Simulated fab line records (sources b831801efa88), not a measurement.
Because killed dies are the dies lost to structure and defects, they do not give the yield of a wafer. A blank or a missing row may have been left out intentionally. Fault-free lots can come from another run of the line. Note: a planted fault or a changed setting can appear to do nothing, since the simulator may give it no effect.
Problem report, 8D (eight disciplines) form, completed by code | flow sky130 | the parts of the form that need people (team, actions taken, sign-off) are left out

1. PROBLEM STATEMENT
Mean of strip time to endpoint s at SKY_METAL3_STRIP_19: 11.85 s across 6 wafers in 2 lots; on wafers with no fault it is 6.49 s (standard deviation 0.071). That is +76 standard deviations from the usual mean.
The step: strips in O2/N2.
First observed at day 40 16:01: wafer L765.2, on plasma asher-03. The record has a number at this step for 42 wafers belonging to 14 lots. By rule, "out" or "out of limits" means more than 4 standard deviations away from the usual mean. Any other wafer with a number is counted as sound.

2. WHAT IT IS, WHAT IT ISN'T
question                    | is                                       | is not
which readings at this step | strip time to endpoint s, oes product au | drypump motor current A
which lots                  | L765, L766                               | L758, L760, L761, L762, L764, L770, L775, L776, L777, L778, L779, L780
which wafers of those lots  | all that have a number                   | -
read on which tools         | plasma asher-03                          | plasma asher-02, plasma asher-04
when                        | from day 40 16:01                        | up to then (15 sound wafers); but 21 sound wafers of L770, L775, L776, L777, L778, L779, L780 came after

3. WHAT RULES OUT EACH SUSPECT
Counting: a tool stays on the suspect list if, at a process step up to the reading, it processed all lots that are out and no sound lot following the first of them.
- rie diel-01 at SKY_METAL3_ETCH_17 (etches SiO2 in C4F8/O2/Ar, stops on TiN, time 3.9 s, target depth 15 nm): ruled out as a lasting fault. Following L765 (day 40 15:49), the first lot on it that is out, the sound lots L780 were run on it.
- rie metal-04 at SKY_METAL3_METAL_ETCH_18 (etches the open film in Cl2/BCl3, stops on SiO2, target depth 845 nm, time 183.1 s): ruled out as a lasting fault. Following L765 (day 40 15:50), the first lot on it that is out, the sound lots L770, L775, L777, L779 were run on it.
- plasma asher-03 at SKY_METAL3_STRIP_19 (strips in O2/N2): ruled out as a lasting fault. Following L765 (day 40 16:01), the first lot on it that is out, the sound lots L777, L779, L780 were run on it.
Left after counting: nothing in the record.

4. THE CAUSE (what the simulator had put in)
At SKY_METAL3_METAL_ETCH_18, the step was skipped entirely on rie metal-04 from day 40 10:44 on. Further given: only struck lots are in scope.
Counting ruled it out, wrongly: the rule takes a fault to strike every lot that its tool runs from its start on, and this one did not.

5. SEQUENCE OF EFFECTS, ordered by route
One row per reading whose mean, taken over the struck wafers that have a number, lies over 3 standard deviations from the usual. Only readings for which the record gives a usual standard deviation are gone through. hours: the time from each lot's start at the first step in this table that gives one to its start at this step, as a median over the lots. sigmas: the change in usual standard deviations.
hours | step                | reading                  | usual      | on struck wafers | change | sigmas
0     | SKY_METAL3_STRIP_19 | oes product au           | 0.501 a.u. | 0.714            | +0.213 | +43
0     | SKY_METAL3_STRIP_19 | strip time to endpoint s | 6.49 s     | 11.85            | +5.36  | +76
It contains these process steps:
- SKY_METAL3_STRIP_19: strips in O2/N2.
Readings that are blank on the struck wafers while sound wafers have them: bcl3 flow sccm at SKY_METAL3_METAL_ETCH_18; bias w at SKY_METAL3_METAL_ETCH_18; drypump motor current A at SKY_METAL3_METAL_ETCH_18; oes product au at SKY_METAL3_METAL_ETCH_18; throttle valve pct at SKY_METAL3_METAL_ETCH_18.

6. WHAT WOULD HAVE CAUGHT IT SOONER
In this record the first reading out of limits was taken at day 40 16:01, 5 hours after the fault began at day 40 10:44.
At SKY_METAL3_METAL_ETCH_18 the tool's readings are blank on the struck wafers, where sound wafers have them: an empty tool record is the first sign, and it was there at once.
